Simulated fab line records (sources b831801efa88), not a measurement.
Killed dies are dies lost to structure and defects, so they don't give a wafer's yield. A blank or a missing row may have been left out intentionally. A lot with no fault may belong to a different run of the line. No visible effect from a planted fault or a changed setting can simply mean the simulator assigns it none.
Which tool is to blame? | flow gf180mcu | 13 lots, 38 wafers sampled, at 5 steps of a route of 602

== WHAT THE GAUGES READ, wafer by wafer ==
GF_VT_IMPLANT_TW_MEAS_43.
lot  | measured     | on           | VT_IMPLANT_4_TW
L367 | day 7 23:06  | filmMetro-02 | 689 691 693
L368 | day 8 01:11  | filmMetro-03 | 688 685 690
L369 | day 8 08:17  | filmMetro-03 | 688 687 690
L371 | day 8 21:29  | filmMetro-02 | 698 693 694
L372 | day 9 01:57  | filmMetro-01 | 701 702 699
L374 | day 9 16:53  | filmMetro-01 | 701 698 698
L375 | day 9 21:38  | filmMetro-01 | 702 703 700
L376 | day 10 08:32 | filmMetro-01 | 694 698 701
L378 | day 10 18:53 | filmMetro-02 | 700 696 700
L380 | day 11 11:38 | filmMetro-03 | 674 673
L385 | day 13 03:36 | filmMetro-01 | 702 702 702
L388 | day 13 22:18 | filmMetro-02 | 693 695 694
L389 | day 14 06:45 | filmMetro-03 | 689 691 687

GF_POLY_GATE_THK_MEAS_01.
lot  | measured     | on           | POLY_GATE_CVD_00_THK (nm)
L367 | day 8 23:04  | filmMetro-04 | 197.0 195.1 195.9
L368 | day 9 00:22  | filmMetro-03 | 200.2 200.0 201.1
L369 | day 9 08:32  | filmMetro-03 | 202.1 203.2 200.2
L371 | day 9 20:23  | filmMetro-03 | 204.1 203.6 202.2
L372 | day 10 00:49 | filmMetro-03 | 202.1 201.9 201.8
L374 | day 10 19:40 | filmMetro-04 | 202.0 203.4 201.4
L375 | day 10 21:07 | filmMetro-02 | 198.0 200.5 198.5
L376 | day 11 08:01 | filmMetro-03 | 199.6 199.9 200.4
L378 | day 11 20:43 | filmMetro-02 | 202.9 202.4 201.9
L380 | day 12 11:58 | filmMetro-02 | 199.4 198.5
L385 | day 14 04:49 | filmMetro-02 | 200.8 201.5 202.0
L388 | day 15 00:58 | filmMetro-02 | 197.9 198.5 199.3
L389 | day 15 09:29 | filmMetro-04 | 199.3 198.1 199.7

GF_SAB_THK_MEAS_01.
lot  | measured     | on           | SAB_CVD_00_THK (nm)
L367 | day 14 17:46 | filmMetro-01 | 50.2 50.8 50.7
L368 | day 14 20:02 | filmMetro-03 | 48.8 49.4 49.7
L369 | day 15 07:25 | filmMetro-01 | 49.5 49.6 50.0
L371 | day 15 22:01 | filmMetro-03 | 48.4 48.8 49.7
L372 | day 16 02:51 | filmMetro-01 | 49.8 51.0 50.3
L374 | day 17 00:28 | filmMetro-01 | 49.7 48.8 49.7
L375 | day 17 03:37 | filmMetro-03 | 49.6 49.9 50.1
L376 | day 17 17:32 | filmMetro-03 | 49.0 49.9 49.8
L378 | day 18 08:07 | filmMetro-04 | 49.8 49.8 50.7
L380 | day 18 23:44 | filmMetro-04 | 49.8 51.0
L385 | day 20 23:37 | filmMetro-01 | 50.7 50.6 50.1
L388 | day 22 04:32 | filmMetro-03 | 50.2 50.3 51.4
L389 | day 22 14:28 | filmMetro-03 | 49.2 50.3 50.5

== WHICH TOOL RAN EACH LOT (tool, then ch and the chambers of the sampled wafers, then the start) ==
lot  | GF_VT_IMPLANT_IMPLANT_41        | GF_SAB_CVD_00
L367 | implanter-02 ch 0, day 7 22:53  | pecvd-04 ch 0,1,2, day 14 17:44
L368 | implanter-04 ch 0, day 8 00:57  | pecvd-02 ch 1,2, day 14 20:00
L369 | implanter-03 ch 0, day 8 08:03  | pecvd-01 ch 2, day 15 07:23
L371 | implanter-04 ch 0, day 8 21:14  | pecvd-02 ch 0,2, day 15 22:00
L372 | implanter-02 ch 0, day 9 01:44  | pecvd-01 ch 0,1, day 16 02:49
L374 | implanter-02 ch 0, day 9 16:38  | pecvd-01 ch 1,2, day 17 00:27
L375 | implanter-04 ch 0, day 9 21:24  | pecvd-02 ch 0,1,2, day 17 03:35
L376 | implanter-02 ch 0, day 10 08:17 | pecvd-01 ch 0,1, day 17 17:31
L378 | implanter-02 ch 0, day 10 18:38 | pecvd-01 ch 1,2, day 18 08:06
L380 | implanter-02 ch 0, day 11 11:23 | pecvd-04 ch 0,1, day 18 23:44
L385 | implanter-04 ch 0, day 13 03:23 | pecvd-02 ch 1,2, day 20 23:35
L388 | implanter-03 ch 0, day 13 22:03 | pecvd-01 ch 1,2, day 22 04:32
L389 | implanter-03 ch 0, day 14 06:32 | pecvd-02 ch 0,2, day 22 14:25
- GF_VT_IMPLANT_IMPLANT_41
- GF_SAB_CVD_00: deposits SiO2 from TEOS, target thk 50 nm, time 4.9302 s.

== AS READ BY THE TOOLS THEMSELVES (means over the sampled wafers that have a number; for cases with no such wafer, the mark the record gives instead) ==
GF_VT_IMPLANT_IMPLANT_41.
lot  | tool         | beamEnergyKeV
L367 | implanter-02 | 69.994
L368 | implanter-04 | 70.003
L369 | implanter-03 | 70.004
L371 | implanter-04 | 69.973
L372 | implanter-02 | 70.033
L374 | implanter-02 | 70.010
L375 | implanter-04 | 70.009
L376 | implanter-02 | 70.021
L378 | implanter-02 | 69.987
L380 | implanter-02 | 69.957
L385 | implanter-04 | 69.982
L388 | implanter-03 | 69.995
L389 | implanter-03 | 69.976

GF_SAB_CVD_00.
lot  | tool     | heaterPowerW (W) | susceptorTempC (C)
L367 | pecvd-04 | 681              | 399.71
L368 | pecvd-02 | 501              | 400.15
L369 | pecvd-01 | 630              | 399.91
L371 | pecvd-02 | 598              | 400.12
L372 | pecvd-01 | 569              | 399.97
L374 | pecvd-01 | 652              | 400.16
L375 | pecvd-02 | 540              | 399.93
L376 | pecvd-01 | 582              | 399.91
L378 | pecvd-01 | 606              | 400.06
L380 | pecvd-04 | 720              | 399.96
L385 | pecvd-02 | 494              | 400.11
L388 | pecvd-01 | 665              | 399.72
L389 | pecvd-02 | 560              | 399.98

== THE ANSWER, worked out from the rows above alone ==
Rule: the usual values come from the lots themselves. The widest of any qualifying gaps counts: lots, ordered by their means at a reading, are off when they make up no more than a third of the lots, leave a main group of 4 or more, and stand apart from it by 3 or more times the standard deviation of that group's means. The tables above print the reading to a certain number of digits; a main group whose means all agree to those digits is not used. Also off: a lot with no number at a reading for which 4 or more lots have one. Any other lot the step has rows for is counted as sound. First the gauges in route order, then the tools' own readings, where a lot's mean is used as printed above. The first step at which some lot is off is used, and at that step the reading that is off furthest; a lot without a number counts as furthest.
Across all readings shown, no lot is off: no conclusion can be drawn from this.

== WHAT WAS PUT IN BY THE SIMULATOR ==
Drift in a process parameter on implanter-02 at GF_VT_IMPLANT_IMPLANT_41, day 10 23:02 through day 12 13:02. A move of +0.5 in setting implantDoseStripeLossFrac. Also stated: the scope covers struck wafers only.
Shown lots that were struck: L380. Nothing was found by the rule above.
